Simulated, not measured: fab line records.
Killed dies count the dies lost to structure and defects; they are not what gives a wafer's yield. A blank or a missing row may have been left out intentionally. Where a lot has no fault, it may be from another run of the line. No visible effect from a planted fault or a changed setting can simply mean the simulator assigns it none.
Matching of chambers ; flow sky130 ; SKY_LI_CONTACT_CMP_02 on cmp-02: 4 sister chambers
The step polishes PSG. 4 wafers are shown with their chamber, then 12 later ones without.

WAFERS PAIRED WITH THEIR CHAMBERS
wafer;chamber;motor-current-A (A)
L081.4;1;12.1
L084.2;2;14.5
L084.4;3;11.7
L084.5;0;12.4

WAFERS MISSING THEIR CHAMBER
wafer;motor-current-A (A)
L086.3;13.7
L086.4;11.9
L086.6;11.9
L089.2;14.1
L089.4;12.0
L089.6;13.4
L094.2;13.8
L094.4;12.0
L094.5;12.1
L096.3;12.2
L096.4;13.1
L096.6;12.6

WHICH CHAMBER EACH WENT THROUGH
wafer;from the rows above;in truth
L086.3;can't be placed: 2 or 0 or 1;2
L086.4;can't be placed: 1 or 3 or 0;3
L086.6;can't be placed: 1 or 3 or 0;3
L089.2;2;2
L089.4;can't be placed: 1 or 3 or 0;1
L089.6;can't be placed: 0 or 2 or 1 or 3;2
L094.2;can't be placed: 2 or 0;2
L094.4;can't be placed: 1 or 3 or 0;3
L094.5;can't be placed: 1 or 0 or 3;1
L096.3;can't be placed: 1 or 0 or 3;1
L096.4;can't be placed: 0 or 1 or 2 or 3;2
L096.6;can't be placed: 0 or 1 or 3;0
Correctly placed: 1 of 12. Cannot be placed on the basis of these rows: 11; the candidates contain the true chamber in 11. 0 placed wrongly.
How it was worked out, from the rows above alone: a wafer's distance from a chamber is the root of the sum, over the readings, of the square of ((its reading less the chamber's mean) divided by the reading's scatter). If the next closest chamber is less than 2 further off than the closest, the wafer can't be placed; otherwise it belongs to the closest. Each chamber's mean is taken over the wafers shown for it. The scatter (one wafer shown for each chamber): square how far every hidden wafer sits from the nearest shown wafer, average those squares and take the square root.
